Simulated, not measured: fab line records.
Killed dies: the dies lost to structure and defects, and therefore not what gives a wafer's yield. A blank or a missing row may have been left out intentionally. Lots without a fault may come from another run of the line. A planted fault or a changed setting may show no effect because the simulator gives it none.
fab line records	flow sky130
record: lots: 12	wafers: 36	last_day: 50
route steps=708 shown VIA1@460 METAL2@487 PAD_OPEN@708
lots with no fault: from the same line, run without faults
start_h: hours from the record's opening day to when the first of the lot's shown wafers began	wait_h: how many hours have passed since the lot's step before this one	" as in the row above	L1.1+2: a row that stands for several wafers	- value missing, or start not given	* or withheld: withheld	< > ~ a bound
route shown NAME@n: names a module that has steps shown in the file, with the first one's number in the route	usual: mean/standard deviation taken from wafers without a fault	same: alike in all rows	chamber/n: place in a boat	sites: the reading at each site	_std_site: the standard deviation of these	_edge_site: the outer-site mean with the inner-site mean subtracted	radius_mm: for every site, how far away it sits from the centre of the wafer	mask NAME#n: copy n	behind: the most recent tool/chamber to have shaped the wafer	hold: cause of the lot's hold/its duration in hours/its outcome	device: the n, p or np transistor that did not switch	end of line: the route-end tests of the same wafers	a step with no rows: only its recipe	killed: the dies lost at the first sort to structure and to defects; this is not the yield of the wafer	map: shows each die of a wafer: x if killed, . if not, _ if none is there
set.NAME: the setting that was run; set.NAME@STEP: the one run at that earlier step	model.NAME: the simulator's own value behind a step, which no gauge read
a sample of lots followed through the steps of the route, with each step as a table and each wafer as a row
services: the hour from which a tool's chamber was out of use, counted from the record's first day as start_h (under 0 if before that day), plus the number of hours and why
== steps ==
step: SKY_VIA1_CMP_02
recipe: material: SiO2	down_force_psi: 4	platen_rpm: 60	pad_velocity_m_s: 0.94248
usual: motor_current_A: 11.7/1.5
lot.wafer	tool	chamber	start_h	wait_h	motor_current_A
L413.4	cmp-01	2	765.84	0.0	13.1
L413.1	"	0	"	"	9.6
L413.6	"	2	"	"	13.9
L414.2	cmp-02	2	807.68	0.1	13.0
L414.1	"	3	"	"	11.0
L414.6	"	0	"	"	10.7
L415.1	cmp-01	1	810.35	0.1	11.1
L415.4	"	0	"	"	10.2
L415.5	"	2	"	"	14.0
L418.2	cmp-02	1	818.40	0.1	13.0
L418.6	"	3	"	"	10.5
L418.5	"	0	"	"	10.3
L417.4	cmp-01	1	819.86	0.1	11.3
L417.3	"	2	"	"	13.4
L417.5	"	1	"	"	10.9
L420.2	cmp-01	1	826.07	0.1	10.6
L420.6	"	0	"	"	10.0
L420.5	"	1	"	"	10.8
L419.3	cmp-01	2	828.20	0.1	13.9
L419.6	"	0	"	"	9.9
L419.5	"	1	"	"	11.1
L422.1	cmp-01	2	834.45	0.1	14.3
L422.5	"	1	"	"	11.4
L422.6	"	2	"	"	12.8
L423.3	cmp-02	0	843.79	0.0	11.0
L423.5	"	0	"	"	10.3
L423.6	"	1	"	"	12.8
L424.2	cmp-01	3	847.41	0.0	11.4
L424.4	"	0	"	"	9.9
L424.1	"	1	"	"	11.2
L425.2	cmp-02	1	859.54	0.1	13.0
L425.3	"	3	"	"	10.3
L425.5	"	0	"	"	10.8
L435.2	cmp-02	0	928.05	0.1	10.5
L435.1	"	1	"	"	12.8
L435.5	"	2	"	"	13.4
step: SKY_VIA1_CVD_21
recipe: material: W	target_thk_nm: 270	time_s: 80.902	temp_c: 400	pressure_torr: 40
usual: heater_power_w: 914/57
lot.wafer	tool	chamber	start_h	wait_h	heater_power_w
L413.1	cvd_w-01	1	793.69	0.0	868
L413.4	"	0	"	"	912
L413.6	"	1	"	"	865
L414.1	cvd_w-02	1	835.44	0.0	1009
L414.2	"	0	"	"	880
L414.6	"	0	"	"	866
L415.1	cvd_w-02	1	837.29	0.0	1013
L415.4	"	1	"	"	1017
L415.5	"	1	"	"	1033
L418.2	cvd_w-01	1	844.93	0.0	884
L418.5	"	1	"	"	885
L418.6	"	0	"	"	931
L417.3	cvd_w-02	0	846.52	0.1	861
L417.4	"	1	"	"	1041
L417.5	"	1	"	"	1047
L420.2	cvd_w-02	1	853.22	0.0	1022
L420.5	"	0	"	"	870
L420.6	"	1	"	"	998
L419.3	cvd_w-01	0	855.65	0.1	910
L419.5	"	1	"	"	890
L419.6	"	0	"	"	919
L422.1	cvd_w-01	1	862.42	0.0	860
L422.5	"	1	"	"	878
L422.6	"	0	"	"	926
L423.3	cvd_w-01	0	871.12	0.1	932
L423.5	"	1	"	"	889
L423.6	"	0	"	"	930
L424.1	cvd_w-01	0	875.27	0.0	937
L424.2	"	1	"	"	873
L424.4	"	1	"	"	874
L425.2	cvd_w-01	0	887.64	0.0	938
L425.3	"	0	"	"	899
L425.5	"	0	"	"	932
L435.1	cvd_w-02	1	954.48	0.0	1002
L435.2	"	0	"	"	810
L435.5	"	1	"	"	998
step: SKY_VIA1_CMP_24
recipe: stop_on: SiO2	t_overpolish_s: 15	down_force_psi: 3.5	platen_rpm: 60	target_thk_nm: 0	pad_velocity_m_s: 0.94248
usual: motor_current_A: 10.7/1.4	overpolish_run_s: 15.000/0.01	time_to_endpoint_s: 66/4.5
lot.wafer	tool	chamber	start_h	wait_h	motor_current_A	overpolish_run_s	time_to_endpoint_s
L413.4	cmp-02	1	793.96	0.0	12.4	15.008	71
L413.1	"	2	"	"	12.5	14.993	69
L413.6	"	1	"	"	12.0	14.985	73
L414.2	cmp-01	0	835.76	0.1	8.7	14.982	64
L414.1	"	1	"	"	9.6	15.004	59
L414.6	"	3	"	"	10.5	14.975	68
L415.4	cmp-01	3	837.56	0.0	10.1	14.996	68
L415.1	"	0	"	"	9.1	15.001	62
L415.5	"	3	"	"	10.4	15.001	70
L418.2	cmp-01	3	845.31	0.1	10.6	14.979	69
L418.5	"	1	"	"	10.5	15.005	59
L418.6	"	2	"	"	12.5	14.989	68
L417.3	cmp-02	0	846.76	0.0	9.4	14.998	66
L417.4	"	1	"	"	12.4	15.002	74
L417.5	"	1	"	"	11.8	15.006	73
L420.2	cmp-01	1	853.49	0.0	10.1	15.003	60
L420.5	"	1	"	"	10.0	15.002	61
L420.6	"	2	"	"	12.7	15.018	67
L419.3	cmp-01	0	856.04	0.2	9.1	14.991	61
L419.6	"	1	"	"	10.2	15.005	59
L419.5	"	2	"	"	12.0	14.989	63
L422.1	cmp-01	1	862.74	0.1	10.5	15.007	59
L422.6	"	0	"	"	9.3	14.987	64
L422.5	"	1	"	"	10.1	15.007	61
L423.3	cmp-01	2	871.48	0.1	13.1	15.009	68
L423.6	"	0	"	"	9.3	15.020	62
L423.5	"	1	"	"	10.7	14.991	59
L424.4	cmp-02	3	875.54	0.0	9.7	14.995	64
L424.2	"	1	"	"	12.2	14.997	72
L424.1	"	2	"	"	12.3	15.013	65
L425.3	cmp-01	1	887.91	0.0	10.1	15.002	31
L425.2	"	0	"	"	8.8	14.997	61
L425.5	"	1	"	"	9.8	15.013	31
L435.1	cmp-02	1	954.75	0.1	12.1	14.995	70
L435.2	"	2	"	"	11.9	15.013	69
L435.5	"	1	"	"	11.5	15.001	72
step: SKY_METAL2_SPUTTER_04
recipe: material: TiN	target_thk_nm: 70	power_w: 6500	time_s: 58.3	chamber_pressure_pa: 0.4
usual: throttle_valve_pct: 30.1/1.2
lot.wafer	tool	chamber	start_h	wait_h	throttle_valve_pct
L413.1	pvd_sputter-03	-	794.35	0.0	29.7
L413.4	"	-	"	"	30.8
L413.6	"	-	"	"	30.3
L414.1	pvd_sputter-01	-	836.10	0.0	31.0
L414.2	"	-	"	"	30.6
L414.6	"	-	"	"	31.0
L415.1	pvd_sputter-01	-	837.96	0.0	31.7
L415.4	"	-	"	"	30.5
L415.5	"	-	"	"	30.3
L418.2	pvd_sputter-02	-	845.60	0.0	25.8
L418.5	"	-	"	"	26.0
L418.6	"	-	"	"	28.8
L417.3	pvd_sputter-03	-	847.15	0.0	30.8
L417.4	"	-	"	"	30.2
L417.5	"	-	"	"	30.6
L420.2	pvd_sputter-01	-	853.88	0.0	30.6
L420.5	"	-	"	"	31.3
L420.6	"	-	"	"	31.9
L419.3	pvd_sputter-03	-	856.28	0.0	30.1
L419.5	"	-	"	"	29.4
L419.6	"	-	"	"	30.7
L422.1	pvd_sputter-03	-	863.08	0.0	30.6
L422.5	"	-	"	"	30.1
L422.6	"	-	"	"	30.3
L423.3	pvd_sputter-01	-	871.77	0.0	30.5
L423.5	"	-	"	"	31.0
L423.6	"	-	"	"	31.7
L424.1	pvd_sputter-03	-	875.93	0.0	29.3
L424.2	"	-	"	"	30.1
L424.4	"	-	"	"	30.5
L425.2	pvd_sputter-03	-	888.30	0.0	29.3
L425.3	"	-	"	"	30.8
L425.5	"	-	"	"	30.1
L435.1	pvd_sputter-02	-	955.14	0.0	25.9
L435.2	"	-	"	"	30.1
L435.5	"	-	"	"	30.2
step: SKY_PAD_OPEN_PROBE_99
usual: defect_limited_yield: 82.7/2	killed_at_M0_to_M3: 43/7.4	killed_at_M4_up: 3.5/2.1	killed_at_contacts: 24/5.4	killed_at_front_end: 15/4.7	killed_at_other: 0.2/0.44	killed_dies: 85/10	killed_open: 47/7.1	killed_short: 38/7	sort_bin_3_pad_short: 0.9/0.41	sort_bin_5_function: 10.4/1.6	sort_bin_6_memory: 6.1/1.1	sort_n_pass: 407/10	sort_yield_pct: 82.7/2
same: gross_dies: 492	killed_at_back_side: 0	sort_bin_4_leakage[%]: 0	sort_bin_8_speed[%]: 0
lot.wafer	tool	chamber	start_h	wait_h	defect_limited_yield[%]	killed_at_M0_to_M3	killed_at_M4_up	killed_at_contacts	killed_at_front_end	killed_at_other	killed_dies	killed_open	killed_short	sort_bin_3_pad_short[%]	sort_bin_5_function[%]	sort_bin_6_memory[%]	sort_n_pass	sort_yield_pct[%]
L413.1	prober-01	-	1077.82	0.1	81.3	53	3	25	10	1	92	58	34	0.6	11.0	7.1	400	81.3
L413.4	prober-01	-	1077.97	0.2	82.1	38	1	34	15	0	88	54	34	0.2	11.2	6.5	404	82.1
L413.6	prober-01	-	1078.07	0.2	81.3	50	4	22	16	0	92	41	51	1.6	10.4	6.7	400	81.3
L415.1	prober-01	-	1111.16	0.1	81.7	49	4	24	13	0	90	42	48	0.8	10.0	7.5	402	81.7
L415.4	prober-01	-	1111.31	0.2	85.4	41	4	20	7	0	72	39	33	1.6	8.1	4.9	420	85.4
L415.5	prober-01	-	1111.36	0.2	82.3	45	4	20	18	0	87	45	42	0.2	10.8	6.7	405	82.3
L414.1	prober-02	-	1111.60	0.1	80.7	53	3	24	15	0	95	58	37	0.6	12.8	5.9	397	80.7
L414.2	prober-02	-	1111.65	0.1	80.7	54	7	26	8	0	95	53	42	0.8	13.2	5.3	397	80.7
L414.6	prober-02	-	1111.85	0.2	82.7	49	2	23	11	0	85	48	37	1.2	9.8	6.3	407	82.7
L418.2	prober-01	-	1118.65	0.1	85.0	29	4	29	12	0	74	42	32	1.0	10.0	4.1	418	85.0
L418.5	prober-01	-	1118.80	0.2	83.7	49	5	17	9	0	80	43	37	1.0	8.9	6.3	412	83.7
L418.6	prober-01	-	1118.85	0.2	81.9	42	8	23	15	1	89	42	47	0.8	11.0	6.3	403	81.9
L417.3	prober-02	-	1121.81	0.2	79.7	52	3	35	9	1	100	60	40	1.8	13.0	5.5	392	79.7
L417.4	prober-02	-	1121.86	0.2	83.1	35	5	25	18	0	83	56	27	0.8	9.3	6.7	409	83.1
L417.5	prober-02	-	1121.91	0.2	83.1	35	1	30	17	0	83	42	41	1.0	10.0	5.9	409	83.1
L420.2	prober-01	-	1124.80	0.1	82.7	37	2	24	21	1	85	50	35	0.6	10.4	6.3	407	82.7
L420.5	prober-01	-	1124.95	0.2	80.7	56	3	27	9	0	95	55	40	0.4	11.2	7.7	397	80.7
L420.6	prober-01	-	1125.00	0.2	81.1	40	2	31	19	1	93	52	41	0.6	12.4	5.9	399	81.1
L419.3	prober-02	-	1127.48	0.2	81.5	32	7	24	28	0	91	50	41	1.2	10.8	6.5	401	81.5
L419.5	prober-02	-	1127.58	0.2	80.9	40	5	33	15	1	94	62	32	1.0	10.8	7.3	398	80.9
L419.6	prober-02	-	1127.63	0.2	84.6	37	2	24	13	0	76	44	32	0.4	8.7	6.3	416	84.6
L422.1	prober-01	-	1129.98	0.1	82.1	41	7	30	10	0	88	46	42	0	10.4	7.5	404	82.1
L422.5	prober-01	-	1130.18	0.2	83.1	35	2	23	23	0	83	49	34	0.6	10.2	6.1	409	83.1
L422.6	prober-01	-	1130.23	0.2	83.7	52	0	20	8	0	80	37	43	1.8	7.9	6.5	412	83.7
L423.3	prober-01	-	1140.55	0.2	85.2	36	1	21	15	0	73	29	44	1.4	8.3	5.1	419	85.2
L423.5	prober-01	-	1140.65	0.2	83.3	35	2	31	13	1	82	45	37	1.2	10.4	5.1	410	83.3
L423.6	prober-01	-	1140.70	0.2	80.9	49	1	25	19	0	94	69	25	0.2	12.4	6.5	398	80.9
L424.1	prober-02	-	1141.71	0.1	85.0	38	1	22	13	0	74	45	29	1.0	8.3	5.7	418	85.0
L424.2	prober-02	-	1141.76	0.1	78.5	43	7	20	36	0	106	58	48	0.8	13.6	7.1	386	78.5
L424.4	prober-02	-	1141.86	0.2	81.5	44	2	31	14	0	91	52	39	1.0	12.2	5.3	401	81.5
L425.2	prober-01	-	1149.54	0.1	85.2	36	0	25	12	0	73	42	31	0.8	9.1	4.9	419	85.2
L425.3	prober-01	-	1149.59	0.2	84.1	41	5	21	11	0	78	51	27	0.4	10.2	5.3	414	84.1
L425.5	prober-01	-	1149.69	0.2	82.9	37	3	27	16	1	84	51	33	0.2	9.8	7.1	408	82.9
L435.1	prober-01	-	1194.77	0.1	84.1	31	0	30	17	0	78	47	31	1.0	9.6	5.3	414	84.1
L435.2	prober-01	-	1194.82	0.1	83.7	39	0	27	14	0	80	52	28	0.6	10.6	5.1	412	83.7
L435.5	prober-01	-	1194.97	0.2	86.8	32	0	20	13	0	65	43	22	0.4	8.5	4.3	427	86.8
killed by level:class
L413.1 VIA1:geometric_particle:open=17 VIA3:geometric_particle:open=10 CONTACT:geometric_particle:open=9 LI_CONTACT:geometric_particle:open=7 VIA2:geometric_particle:open=7 VIA1:geometric_particle:short=6 FIELD_ISO:geometric_particle:short=4 CONTACT:geometric_particle:short=4
L413.4 CONTACT:geometric_particle:open=13 VIA1:geometric_particle:open=8 VIA2:geometric_particle:open=8 FIELD_ISO:geometric_particle:open=6 FIELD_ISO:geometric_particle:short=6 LI_CONTACT:geometric_particle:open=5 VIA3:geometric_particle:open=5 CONTACT:geometric_particle:short=5
L413.6 VIA1:geometric_particle:open=12 VIA2:geometric_particle:open=9 CONTACT:geometric_particle:open=8 FIELD_ISO:geometric_particle:short=7 CONTACT:geometric_particle:short=6 METAL1:geometric_particle:short=6 POLY_GATE:geometric_particle:short=5 LOCAL_INTERCONNECT:geometric_particle:short=4
L415.1 CONTACT:geometric_particle:open=12 METAL2:geometric_particle:short=8 VIA1:geometric_particle:open=7 VIA1:geometric_particle:short=6 VIA2:geometric_particle:open=6 METAL3:geometric_particle:short=6 LI_CONTACT:geometric_particle:open=5 METAL1:geometric_particle:short=5
L415.4 VIA1:geometric_particle:open=12 CONTACT:geometric_particle:open=7 METAL1:geometric_particle:short=7 LI_CONTACT:geometric_particle:open=6 VIA2:geometric_particle:short=4 CONTACT:geometric_particle:short=4 VIA1:geometric_particle:short=4 VIA3:geometric_particle:open=4
L415.5 CONTACT:geometric_particle:open=9 VIA2:geometric_particle:open=9 METAL2:geometric_particle:short=9 LI_CONTACT:geometric_particle:open=7 POLY_GATE:geometric_particle:open=6 VIA1:geometric_particle:short=6 VIA1:geometric_particle:open=6 POLY_GATE:geometric_particle:short=5
L414.1 VIA1:geometric_particle:open=17 CONTACT:geometric_particle:open=9 METAL1:geometric_particle:short=8 LI_CONTACT:geometric_particle:open=7 VIA3:geometric_particle:open=7 FIELD_ISO:geometric_particle:open=5 METAL2:geometric_particle:short=5 POLY_GATE:geometric_particle:open=5
L414.2 VIA1:geometric_particle:open=17 LOCAL_INTERCONNECT:geometric_particle:short=12 VIA2:geometric_particle:open=9 LI_CONTACT:geometric_particle:open=5 CONTACT:geometric_particle:open=5 VIA1:geometric_particle:short=5 METAL1:geometric_particle:short=4 METAL4:geometric_particle:short=4
L414.6 VIA1:geometric_particle:open=14 LI_CONTACT:geometric_particle:open=8 VIA3:geometric_particle:open=5 CONTACT:geometric_particle:open=5 METAL2:geometric_particle:short=5 METAL1:geometric_particle:short=5 VIA2:geometric_particle:open=5 FIELD_ISO:geometric_particle:short=4
L418.2 LOCAL_INTERCONNECT:geometric_particle:short=9 CONTACT:geometric_particle:open=9 LI_CONTACT:geometric_particle:open=6 VIA1:geometric_particle:open=6 POLY_GATE:geometric_particle:open=5 VIA1:geometric_particle:short=5 VIA3:geometric_particle:open=4 VIA2:geometric_particle:open=4
L418.5 VIA1:geometric_particle:open=10 VIA2:geometric_particle:open=9 VIA1:geometric_particle:short=6 LI_CONTACT:geometric_particle:open=5 LOCAL_INTERCONNECT:geometric_particle:short=5 METAL1:geometric_particle:short=5 VIA2:geometric_particle:short=4 METAL2:geometric_particle:short=4
L418.6 CONTACT:geometric_particle:open=9 VIA1:geometric_particle:open=9 POLY_GATE:geometric_particle:short=6 VIA1:geometric_particle:short=6 METAL4:geometric_particle:short=6 LI_CONTACT:geometric_particle:short=5 VIA2:geometric_particle:short=5 VIA3:geometric_particle:open=5
L417.3 VIA1:geometric_particle:open=19 CONTACT:geometric_particle:open=12 LI_CONTACT:geometric_particle:open=9 VIA2:geometric_particle:open=8 LI_CONTACT:geometric_particle:short=6 VIA3:geometric_particle:open=6 METAL1:geometric_particle:short=5 CONTACT:geometric_particle:short=4
L417.4 VIA2:geometric_particle:open=10 LI_CONTACT:geometric_particle:open=9 CONTACT:geometric_particle:open=9 VIA1:geometric_particle:open=9 FIELD_ISO:geometric_particle:open=6 VIA3:geometric_particle:open=5 FIELD_ISO:geometric_particle:short=4 POLY_GATE:geometric_particle:open=3
L417.5 LI_CONTACT:geometric_particle:open=10 VIA1:geometric_particle:open=10 CONTACT:geometric_particle:short=7 LOCAL_INTERCONNECT:geometric_particle:short=6 VIA2:geometric_particle:open=6 FIELD_ISO:geometric_particle:short=4 CONTACT:geometric_particle:open=4 METAL2:geometric_particle:short=4
L420.2 CONTACT:geometric_particle:open=14 VIA2:geometric_particle:open=7 POLY_GATE:geometric_particle:open=6 LI_CONTACT:geometric_particle:open=6 VIA1:geometric_particle:short=6 POLY_GATE:geometric_particle:short=5 VIA1:geometric_particle:open=5 VIA3:geometric_particle:open=5
L420.5 LOCAL_INTERCONNECT:geometric_particle:short=10 VIA3:geometric_particle:open=10 VIA2:geometric_particle:open=9 CONTACT:geometric_particle:open=8 METAL1:geometric_particle:short=8 VIA1:geometric_particle:open=8 METAL2:geometric_particle:short=6 VIA1:geometric_particle:short=4
L420.6 LI_CONTACT:geometric_particle:open=10 VIA1:geometric_particle:open=10 FIELD_ISO:geometric_particle:short=7 CONTACT:geometric_particle:open=7 METAL2:geometric_particle:short=7 VIA2:geometric_particle:open=5 POLY_GATE:geometric_particle:short=4 LOCAL_INTERCONNECT:geometric_particle:open=4
L419.3 LI_CONTACT:geometric_particle:open=9 FIELD_ISO:geometric_particle:open=7 CONTACT:geometric_particle:open=7 POLY_GATE:geometric_particle:short=6 LOCAL_INTERCONNECT:geometric_particle:short=6 POLY_GATE:geometric_particle:open=5 VIA2:geometric_particle:open=5 FIELD_ISO:geometric_particle:short=4
L419.5 CONTACT:geometric_particle:open=16 VIA1:geometric_particle:open=10 LI_CONTACT:geometric_particle:open=8 CONTACT:geometric_particle:short=7 VIA3:geometric_particle:open=7 VIA2:geometric_particle:open=7 FIELD_ISO:geometric_particle:short=4 FIELD_ISO:geometric_particle:open=4
L419.6 CONTACT:geometric_particle:open=12 VIA1:geometric_particle:open=9 METAL1:geometric_particle:short=5 VIA1:geometric_particle:short=5 VIA3:geometric_particle:open=5 VIA2:geometric_particle:open=4 LI_CONTACT:geometric_particle:open=4 FIELD_ISO:geometric_particle:open=3
L422.1 VIA2:geometric_particle:open=13 CONTACT:geometric_particle:open=9 METAL1:geometric_particle:short=7 LI_CONTACT:geometric_particle:short=6 LI_CONTACT:geometric_particle:open=5 CONTACT:geometric_particle:short=5 POLY_GATE:geometric_particle:short=4 VIA1:geometric_particle:open=4
L422.5 CONTACT:geometric_particle:open=10 VIA1:geometric_particle:open=8 LI_CONTACT:geometric_particle:open=7 FIELD_ISO:geometric_particle:open=6 POLY_GATE:geometric_particle:open=5 POLY_GATE:geometric_particle:short=5 SPACER:geometric_particle:open=4 CONTACT:geometric_particle:short=4
L422.6 METAL1:geometric_particle:short=10 VIA3:geometric_particle:open=8 CONTACT:geometric_particle:short=8 CONTACT:geometric_particle:open=7 VIA2:geometric_particle:open=7 VIA1:geometric_particle:open=6 VIA1:geometric_particle:short=5 VIA3:geometric_particle:short=4
L423.3 VIA1:geometric_particle:open=8 METAL1:geometric_particle:short=6 POLY_GATE:geometric_particle:short=6 LOCAL_INTERCONNECT:geometric_particle:short=6 VIA3:geometric_particle:short=6 METAL2:geometric_particle:short=5 VIA3:geometric_particle:open=5 LI_CONTACT:geometric_particle:open=4
L423.5 VIA1:geometric_particle:open=11 LI_CONTACT:geometric_particle:open=9 VIA3:geometric_particle:open=6 CONTACT:geometric_particle:short=6 LI_CONTACT:geometric_particle:short=5 CONTACT:geometric_particle:open=5 VIA2:geometric_particle:open=5 POLY_GATE:geometric_particle:short=4
L423.6 VIA1:geometric_particle:open=17 FIELD_ISO:geometric_particle:open=9 LI_CONTACT:geometric_particle:open=9 VIA3:geometric_particle:open=8 VIA2:geometric_particle:open=7 CONTACT:geometric_particle:open=7 FIELD_ISO:geometric_particle:short=5 POLY_GATE:geometric_particle:open=4
L424.1 VIA2:geometric_particle:open=9 CONTACT:geometric_particle:open=8 LI_CONTACT:geometric_particle:open=6 VIA3:geometric_particle:short=6 POLY_GATE:geometric_particle:open=5 VIA1:geometric_particle:open=5 FIELD_ISO:geometric_particle:open=4 METAL1:geometric_particle:short=4
L424.2 VIA1:geometric_particle:open=18 FIELD_ISO:geometric_particle:open=10 CONTACT:geometric_particle:open=10 POLY_GATE:geometric_particle:short=10 FIELD_ISO:geometric_particle:short=7 VIA1:geometric_particle:short=7 METAL4:geometric_particle:short=5 SPACER:geometric_particle:open=4
L424.4 LI_CONTACT:geometric_particle:open=12 VIA1:geometric_particle:open=10 VIA2:geometric_particle:open=9 CONTACT:geometric_particle:open=7 CONTACT:geometric_particle:short=6 METAL1:geometric_particle:short=6 SPACER:geometric_particle:short=4 LI_CONTACT:geometric_particle:short=4
L425.2 CONTACT:geometric_particle:open=15 VIA1:geometric_particle:open=6 VIA2:geometric_particle:short=5 VIA2:geometric_particle:open=5 FIELD_ISO:geometric_particle:short=4 CONTACT:geometric_particle:short=4 METAL1:geometric_particle:short=4 LI_CONTACT:geometric_particle:open=3
L425.3 VIA1:geometric_particle:open=13 CONTACT:geometric_particle:open=8 VIA3:geometric_particle:open=7 LI_CONTACT:geometric_particle:open=7 VIA2:geometric_particle:open=5 METAL1:geometric_particle:short=5 FIELD_ISO:geometric_particle:open=4 FIELD_ISO:geometric_particle:short=3
L425.5 CONTACT:geometric_particle:open=10 VIA1:geometric_particle:open=9 LI_CONTACT:geometric_particle:open=6 CONTACT:geometric_particle:short=6 FIELD_ISO:geometric_particle:open=5 VIA3:geometric_particle:open=5 VIA2:geometric_particle:open=5 METAL1:geometric_particle:open=4
L435.1 CONTACT:geometric_particle:open=11 VIA1:geometric_particle:open=8 FIELD_ISO:geometric_particle:short=7 VIA2:geometric_particle:open=7 LI_CONTACT:geometric_particle:open=6 LOCAL_INTERCONNECT:geometric_particle:short=6 FIELD_ISO:geometric_particle:open=4 CONTACT:geometric_particle:short=4
L435.2 VIA1:geometric_particle:open=11 CONTACT:geometric_particle:open=9 LI_CONTACT:geometric_particle:open=9 VIA2:geometric_particle:open=7 POLY_GATE:geometric_particle:short=5 FIELD_ISO:geometric_particle:open=4 METAL2:geometric_particle:short=4 VIA3:geometric_particle:open=4
L435.5 VIA2:geometric_particle:open=9 VIA1:geometric_particle:open=8 LI_CONTACT:geometric_particle:open=6 CONTACT:geometric_particle:open=5 VIA3:geometric_particle:open=4 FIELD_ISO:geometric_particle:short=3 FIELD_ISO:geometric_particle:open=3 POLY_GATE:geometric_particle:open=3
== services ==
tool	chamber	start_h	hours	kind
cmp-01	-	743.40	7.1	pm
cmp-02	-	744.00	4.0	pm
cmp-02	-	748.00	-	consumable_replace:conditioner
cmp-02	-	757.50	8.5	pm
cmp-02	-	801.82	0.2	repair
pvd_sputter-02	-	803.75	4.4	repair
cvd_w-01	-	828.75	6.9	pm
pvd_sputter-01	-	842.46	0.5	repair
pvd_sputter-03	-	850.45	5.4	repair
pvd_sputter-03	-	850.84	1.9	repair
cmp-01	-	866.36	1.7	repair
pvd_sputter-01	-	866.82	1.1	repair
pvd_sputter-03	-	889.20	6.1	repair
cmp-01	-	897.54	3.4	pm
cvd_w-02	-	904.00	14.0	pm
cmp-01	-	912.53	4.0	pm
cmp-01	-	916.53	-	consumable_replace:conditioner
cmp-01	-	916.53	-	consumable_replace:pad
cvd_w-02	1	922.34	3.2	repair
cmp-01	-	924.53	1.1	repair
cmp-02	-	933.82	3.4	repair
cmp-02	-	944.53	0.9	repair
cvd_w-02	-	948.94	2.8	pm
pvd_sputter-03	-	950.59	4.6	repair
== key ==
first_sign: step: SKY_VIA1_CMP_24	reading: time_to_endpoint_s	direction: down	sigmas: 7.7	usual: *	struck: *
effect none on later readings
met_at SKY_VIA1_CMP_24
struck_lots L425
struck_wafers L425.3,L425.5
not_acting_at SKY_VIA1_CMP_02,SKY_VIA1_CVD_21,SKY_METAL2_SPUTTER_04
onset_between 871.48 887.91
fault: kind: process_parameter_drift	tool: cmp-01	chamber: -	onset_h: 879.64	steps: SKY_VIA1_CMP_24	channel: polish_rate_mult	offset: 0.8	shape: step	end_h: 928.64	scope: struck_wafers_only
